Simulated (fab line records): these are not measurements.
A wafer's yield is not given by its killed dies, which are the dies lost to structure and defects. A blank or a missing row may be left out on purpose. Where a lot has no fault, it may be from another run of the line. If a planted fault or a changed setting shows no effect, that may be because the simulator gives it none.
What tool caused it?	flow gf180mcu	39 wafers sampled from 13 lots at 1 step of a route of 602

## WHAT THE GAUGES SHOWED, per wafer
GF_STI_THK_MEAS_22. Usual: for STI_OXIDATION_01_THK the level is 14.87 nm and the standard deviation is 0.26.
lot	measured	on	STI_OXIDATION_01_THK (nm)	flag
L956	day 2 19:41	film-metro-03	15.41 15.19 15.17	
L958	day 3 06:01	film-metro-03	15.13 15.15 15.10	
L959	day 3 10:02	film-metro-01	15.33 14.90 15.01	
L960	day 3 15:16	film-metro-02	14.68 14.83 14.91	
L961	day 3 20:43	film-metro-01	14.70 14.61 14.68	
L962	day 4 03:10	film-metro-02	15.19 15.04 15.02	
L964	day 4 12:33	film-metro-03	14.96 14.89 14.80	
L965	day 4 17:29	film-metro-03	14.53 14.37 14.50	
L966	day 4 23:08	film-metro-02	14.86 15.09 14.77	
L968	day 5 08:22	film-metro-01	14.80 14.81 15.08	
L969	day 5 13:19	film-metro-01	14.76 14.67 14.70	
L970	day 5 18:12	film-metro-02	15.10 15.10 14.80	
L971	day 6 00:57	film-metro-01	14.89 14.64 14.81	

## WHICH TOOL RAN EACH LOT (tool, then ch and the chambers of the sampled wafers, then the start)
The record holds no process step before these readings.

## AS READ BY THE TOOLS THEMSELVES (means over the sampled wafers that have a number; for cases with no such wafer, the mark the record gives instead)
The record holds no such reading with a usual standard deviation.

## THE ANSWER, worked out from the rows above alone
Rule: a lot counts as off when the mean over its wafers that have a number is more than 3 standard deviations away from the usual mean. Also off: a lot with no number at a reading for which 4 or more lots have one. Where the step has rows for the other lots, those lots are counted as sound. After the gauges, taken in route order, come the tools' own readings; for these a lot's mean is taken, as printed above. At the first step where some lot is off, the reading lying furthest off is the one used; lots without a number count as furthest.
No lot is off at any reading shown: from this, nothing can be told.

## WHAT WAS PUT IN BY THE SIMULATOR
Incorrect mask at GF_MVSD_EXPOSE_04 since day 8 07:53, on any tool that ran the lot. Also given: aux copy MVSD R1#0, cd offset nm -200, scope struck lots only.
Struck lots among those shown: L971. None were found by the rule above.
